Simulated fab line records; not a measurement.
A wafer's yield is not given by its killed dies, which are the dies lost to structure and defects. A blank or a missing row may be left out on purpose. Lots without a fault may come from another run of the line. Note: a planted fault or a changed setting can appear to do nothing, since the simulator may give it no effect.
What tool caused it? + flow gf180mcu + Sampling: 13 lots, 39 wafers, 4 of 602 route steps

WHAT EACH GAUGE READ, for each wafer
GF_VT_IMPLANT_TW_MEAS_21. Usual: VT_IMPLANT_2_TW typically reads 1224, with standard deviation 11.
| lot  | measured     | on           | VT_IMPLANT_2_TW | flag |
|------|--------------|--------------|-----------------|------|
| L406 | day 6 06:29  | filmMetro-04 | 1234 1225 1231  |      |
| L407 | day 6 15:07  | filmMetro-02 | 1224 1227 1221  |      |
| L408 | day 6 18:26  | filmMetro-04 | 1233 1231 1230  |      |
| L418 | day 9 10:47  | filmMetro-02 | 1206 1210 1211  |      |
| L419 | day 9 15:02  | filmMetro-04 | 1241 1224 1229  |      |
| L420 | day 10 00:47 | filmMetro-02 | 1213 1209 1221  |      |
| L421 | day 10 05:01 | filmMetro-04 | 1234 1238 1234  |      |
| L424 | day 11 00:33 | filmMetro-04 | 1226 1229 1234  |      |
| L425 | day 11 04:25 | filmMetro-02 | 1217 1217 1218  |      |
| L426 | day 11 12:29 | filmMetro-04 | 1240 1243 1236  |      |
| L427 | day 11 19:16 | filmMetro-04 | 1234 1226 1233  |      |
| L428 | day 12 00:41 | filmMetro-04 | 1248 1233 1229  |      |
| L429 | day 12 06:51 | filmMetro-02 | 1218 1220 1227  |      |

GF_M1_OVL_MEAS_15. Usual: M1_OVL typically reads 3 nm, with standard deviation 5.5.
| lot  | measured     | on         | M1_OVL (nm) | flag |
|------|--------------|------------|-------------|------|
| L406 | day 17 02:16 | overlay-01 | 6 6 -1      |      |
| L407 | day 17 17:56 | overlay-01 | -1 6 6      |      |
| L408 | day 17 21:40 | overlay-01 | -5 -1 -3    |      |
| L418 | day 21 21:13 | overlay-02 | -5 4 -3     |      |
| L419 | day 21 22:55 | overlay-02 | 8 4 7       |      |
| L420 | day 22 12:40 | overlay-02 | 1 -4 0      |      |
| L421 | day 22 18:47 | overlay-02 | -8 -5 -1    |      |
| L424 | day 23 19:49 | overlay-02 | -5 -2 -6    |      |
| L425 | day 24 01:11 | overlay-01 | 1 2 5       |      |
| L426 | day 24 09:07 | overlay-01 | 8 2 1       |      |
| L427 | day 24 14:50 | overlay-02 | 8 7 3       |      |
| L428 | day 24 22:46 | overlay-02 | 4 1 -3      |      |
| L429 | day 25 03:37 | overlay-02 | -4 6 -1     |      |

EACH LOT AND THE TOOL THAT RAN IT (in order: tool; ch and the chambers of the sampled wafers; start)
| lot  | GF_CONTACT_ETCH_17                | GF_CONTACT_STRIP_18                 |
|------|-----------------------------------|-------------------------------------|
| L406 | rieDiel-01 ch 2,3, day 16 02:00   | plasmaAsher-01 ch 0,1, day 16 02:11 |
| L407 | rieDiel-04 ch 1,2,3, day 16 17:00 | plasmaAsher-02 ch 0,1, day 16 17:36 |
| L408 | rieDiel-04 ch 0,1, day 16 20:00   | plasmaAsher-02 ch 0,1, day 16 20:25 |
| L418 | rieDiel-01 ch 0,2,3, day 20 19:00 | plasmaAsher-02 ch 0,1, day 20 19:20 |
| L419 | rieDiel-03 ch 0,2,3, day 20 22:00 | plasmaAsher-03 ch 0,1, day 20 22:14 |
| L420 | rieDiel-03 ch 0,1,3, day 21 11:00 | plasmaAsher-01 ch 0,1, day 21 11:43 |
| L421 | rieDiel-03 ch 0,3, day 21 17:00   | plasmaAsher-02 ch 0,1, day 21 17:24 |
| L424 | rieDiel-03 ch 0,1,2, day 22 19:00 | plasmaAsher-01 ch 1, day 22 19:52   |
| L425 | rieDiel-04 ch 1,2, day 23 00:00   | plasmaAsher-03 ch 0,1, day 23 00:42 |
| L426 | rieDiel-03 ch 2,3, day 23 09:00   | plasmaAsher-02 ch 0,1, day 23 09:11 |
| L427 | rieDiel-01 ch 1,2,3, day 23 15:00 | plasmaAsher-03 ch 0,1, day 23 15:16 |
| L428 | rieDiel-04 ch 0,1, day 23 23:00   | plasmaAsher-03 ch 0,1, day 23 23:40 |
| L429 | rieDiel-03 ch 1,2, day 24 03:00   | plasmaAsher-03 ch 0,1, day 24 04:01 |
- GF_CONTACT_ETCH_17: etches SiO2 in C4F8/O2/Ar, stops on CoSi2, target depth 860 nm.
- GF_CONTACT_STRIP_18: strips in O2/N2.

WHAT THE TOOLS THEMSELVES READ (means of the sampled wafers that have a number; where no wafer has one, the mark that the record gives instead)
GF_CONTACT_ETCH_17. Usual: 0.815 a.u. for oesProductAu, sd 0.0044.
| lot  | tool       | oesProductAu (a.u.) | flag |
|------|------------|---------------------|------|
| L406 | rieDiel-01 | 0.816               |      |
| L407 | rieDiel-04 | 0.814               |      |
| L408 | rieDiel-04 | 0.815               |      |
| L418 | rieDiel-01 | 0.815               |      |
| L419 | rieDiel-03 | 0.814               |      |
| L420 | rieDiel-03 | 0.812               |      |
| L421 | rieDiel-03 | 0.814               |      |
| L424 | rieDiel-03 | 0.816               |      |
| L425 | rieDiel-04 | 0.817               |      |
| L426 | rieDiel-03 | 0.814               |      |
| L427 | rieDiel-01 | 0.816               |      |
| L428 | rieDiel-04 | 0.812               |      |
| L429 | rieDiel-03 | 0.809               |      |

GF_CONTACT_STRIP_18. Usual: drypumpMotorCurrentA 5.76 A, standard deviation 0.28; heaterPowerW 346 W, standard deviation 24; oesProductAu 0.580 a.u., standard deviation 0.0046; platenTempC 249.97 C, standard deviation 0.17.
| lot  | tool           | drypumpMotorCurrentA (A) | heaterPowerW (W) | oesProductAu (a.u.) | platenTempC (C) | flag |
|------|----------------|--------------------------|------------------|---------------------|-----------------|------|
| L406 | plasmaAsher-01 | 5.64                     | 366              | 0.578               | 249.93          |      |
| L407 | plasmaAsher-02 | 5.96                     | 359              | 0.583               | 249.99          |      |
| L408 | plasmaAsher-02 | 5.75                     | 335              | 0.583               | 250.02          |      |
| L418 | plasmaAsher-02 | 5.97                     | 354              | 0.586               | 250.11          |      |
| L419 | plasmaAsher-03 | 5.86                     | 331              | 0.577               | 249.96          |      |
| L420 | plasmaAsher-01 | 5.64                     | 369              | 0.578               | 249.94          |      |
| L421 | plasmaAsher-02 | 5.94                     | 358              | 0.577               | 250.12          |      |
| L424 | plasmaAsher-01 | 5.54                     | 359              | 0.579               | 249.75          |      |
| L425 | plasmaAsher-03 | 5.86                     | 339              | 0.583               | 250.04          |      |
| L426 | plasmaAsher-02 | 5.94                     | 355              | 0.581               | 250.05          |      |
| L427 | plasmaAsher-03 | 5.67                     | 337              | 0.580               | 249.88          |      |
| L428 | plasmaAsher-03 | 5.86                     | 334              | 0.583               | 250.19          |      |
| L429 | plasmaAsher-03 | 5.86                     | 330              | 0.582               | 249.99          |      |

THE ANSWER, worked out from the rows above alone
Rule: lot off if the mean of its wafers having a number is beyond 3 standard deviations from the usual mean. A lot without any number at a reading at which 4 lots or more have one is off too. All remaining lots with rows at the step are treated as sound. First the gauges in route order, then the tools' own readings, where a lot's mean is used as printed above. At the first step where some lot is off, the reading lying furthest off is the one used; lots without a number count as furthest.
No lot is off on any of the readings shown, so nothing can be concluded from this.

WHAT THE SIMULATOR HAD INSERTED
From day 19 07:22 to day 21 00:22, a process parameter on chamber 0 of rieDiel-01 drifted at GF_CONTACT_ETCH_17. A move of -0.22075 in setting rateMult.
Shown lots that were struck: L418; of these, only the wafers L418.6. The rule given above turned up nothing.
